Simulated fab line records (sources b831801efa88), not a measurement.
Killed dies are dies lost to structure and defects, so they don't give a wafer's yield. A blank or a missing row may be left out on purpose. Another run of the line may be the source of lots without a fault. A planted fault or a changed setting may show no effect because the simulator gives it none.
What tool caused it? :: flow sky130 :: 24 lots (72 wafers sampled), 1 step of a 708-step route

## WHAT EACH GAUGE READ, for each wafer
SKY_CONTACT_RS_MEAS_25: the measuring method here is four-point-probe.
lot: L074
measured: day 32 06:46
on: film metro-03
CONTACT_W_RS (ohm/sq): 0.329 0.338 0.337

lot: L075
measured: day 32 09:48
on: film metro-02
CONTACT_W_RS (ohm/sq): 0.346 0.335 0.337

lot: L076
measured: day 32 22:02
on: film metro-01
CONTACT_W_RS (ohm/sq): 0.329 0.338 0.328

lot: L077
measured: day 33 09:51
on: film metro-01
CONTACT_W_RS (ohm/sq): 0.327 0.340 0.330

lot: L079
measured: day 33 20:29
on: film metro-02
CONTACT_W_RS (ohm/sq): 0.331 0.343 0.339

lot: L078
measured: day 33 22:01
on: film metro-02
CONTACT_W_RS (ohm/sq): 0.338 0.327 0.328

lot: L080
measured: day 34 05:58
on: film metro-02
CONTACT_W_RS (ohm/sq): 0.331 0.329 0.330

lot: L081
measured: day 34 07:19
on: film metro-03
CONTACT_W_RS (ohm/sq): 0.339 0.342 0.346

lot: L082
measured: day 34 11:02
on: film metro-02
CONTACT_W_RS (ohm/sq): 0.345 0.346 0.341

lot: L084
measured: day 35 01:37
on: film metro-01
CONTACT_W_RS (ohm/sq): 0.334 0.339 0.332

lot: L083
measured: day 35 03:52
on: film metro-02
CONTACT_W_RS (ohm/sq): 0.342 0.343 0.347

lot: L085
measured: day 35 12:20
on: film metro-01
CONTACT_W_RS (ohm/sq): 0.338 0.341 0.345

lot: L086
measured: day 35 15:24
on: film metro-01
CONTACT_W_RS (ohm/sq): 0.340 0.334 0.344

lot: L087
measured: day 35 15:32
on: film metro-03
CONTACT_W_RS (ohm/sq): 0.341 0.340 0.338

lot: L088
measured: day 36 00:43
on: film metro-02
CONTACT_W_RS (ohm/sq): 0.337 0.336 0.336

lot: L089
measured: day 36 06:18
on: film metro-02
CONTACT_W_RS (ohm/sq): 0.337 0.348 0.345

lot: L090
measured: day 36 14:38
on: film metro-02
CONTACT_W_RS (ohm/sq): 0.343 0.338 0.340

lot: L091
measured: day 36 17:15
on: film metro-03
CONTACT_W_RS (ohm/sq): 0.341 0.344 0.328

lot: L092
measured: day 37 05:31
on: film metro-01
CONTACT_W_RS (ohm/sq): 0.336 0.337 0.338

lot: L093
measured: day 37 11:37
on: film metro-03
CONTACT_W_RS (ohm/sq): 0.339 0.338 0.336

lot: L094
measured: day 37 16:16
on: film metro-02
CONTACT_W_RS (ohm/sq): 0.348 0.333 0.333

lot: L095
measured: day 38 05:43
on: film metro-01
CONTACT_W_RS (ohm/sq): 0.339 0.332 0.332

lot: L096
measured: day 38 06:37
on: film metro-02
CONTACT_W_RS (ohm/sq): 0.340 0.337 0.335

lot: L097
measured: day 38 14:07
on: film metro-01
CONTACT_W_RS (ohm/sq): 0.336 0.339 0.338

## TOOL THAT RAN EACH LOT (tool first, then ch and the chambers of the sampled wafers, then the start)
The record holds no process step before these readings.

## AS READ BY THE TOOLS THEMSELVES (means over the sampled wafers that have a number; for cases with no such wafer, the mark the record gives instead)
The record holds no such reading with a usual standard deviation.

## THE ANSWER, worked out from the rows above alone
Rule: the usual values come from the lots themselves. The widest of any qualifying gaps counts: lots, ordered by their means at a reading, are off when they make up no more than a third of the lots, leave a main group of 4 or more, and stand apart from it by 3 or more times the standard deviation of that group's means. Not used: any main group whose means are identical at the precision the tables above print for the reading. Also off: a lot with no number at a reading for which 4 or more lots have one. The other lots that the step has rows for count as sound. Order of review: gauges by route order, followed by the tools' own readings, for which a lot's mean as printed above is used. At the first step where some lot is off, the reading lying furthest off is the one used; lots without a number count as furthest.
None of the lots is off at any reading shown; this tells nothing.

## WHAT WAS PUT IN BY THE SIMULATOR
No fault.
